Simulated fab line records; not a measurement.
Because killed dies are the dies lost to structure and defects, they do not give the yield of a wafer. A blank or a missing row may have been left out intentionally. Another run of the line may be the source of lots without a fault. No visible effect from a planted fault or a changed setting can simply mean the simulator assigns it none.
Chamber matching | flow gf180mcu | 4 sister chambers for GF_POLY_GATE_ETCH_12 on rieDiel-04
The step etches BARC in N2/H2. 8 wafers are shown with their chamber, then 9 later ones without.

## WAFERS PAIRED WITH THEIR CHAMBERS
wafer  | chamber | drypumpMotorCurrentA (A) | throttleValvePct (%)
L948.3 | 2       | 6.2                      | 13.191
L948.4 | 1       | 5.4                      | 13.211
L953.1 | 3       | 5.3                      | 13.213
L953.3 | 1       | 5.3                      | 13.208
L953.5 | 3       | 5.3                      | 13.214
L958.1 | 2       | 6.3                      | 13.187
L958.4 | 0       | 4.7                      | 13.213
L958.5 | 0       | 4.7                      | 13.209

## WAFERS WITHOUT THEIR CHAMBER
wafer  | drypumpMotorCurrentA (A) | throttleValvePct (%)
L959.4 | 6.2                      | 13.219
L959.5 | 5.3                      | 13.206
L959.6 | 6.2                      | 13.209
L960.2 | 5.3                      | 13.222
L960.3 | 5.3                      | 13.208
L960.6 | 4.7                      | 13.215
L963.1 | 5.3                      | 13.203
L963.3 | 4.7                      | 13.206
L963.4 | 5.4                      | 13.208

## THE CHAMBER EACH PASSED THROUGH
wafer  | from the rows above     | in truth
L959.4 | 2                       | 2
L959.5 | can't be placed: 1 or 3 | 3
L959.6 | 2                       | 2
L960.2 | can't be placed: 3 or 1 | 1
L960.3 | can't be placed: 1 or 3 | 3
L960.6 | 0                       | 0
L963.1 | can't be placed: 1 or 3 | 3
L963.3 | 0                       | 0
L963.4 | can't be placed: 1 or 3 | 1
Correctly placed: 4 of 9. Can't be placed from these rows: 5 (the true chamber is among the candidates in 5). 0 placed wrongly.
How it was worked out, from the rows above alone: a wafer's distance from a chamber is the root of the sum, over the readings, of the square of ((its reading less the chamber's mean) divided by the reading's scatter). If the next closest chamber is less than 2 further off than the closest, the wafer can't be placed; otherwise it belongs to the closest. A chamber's mean is the mean of its shown wafers. The scatter is the square root of a quotient: the sum, over the shown wafers, of each reading's squared deviation from its chamber's mean, divided by wafers minus chambers.
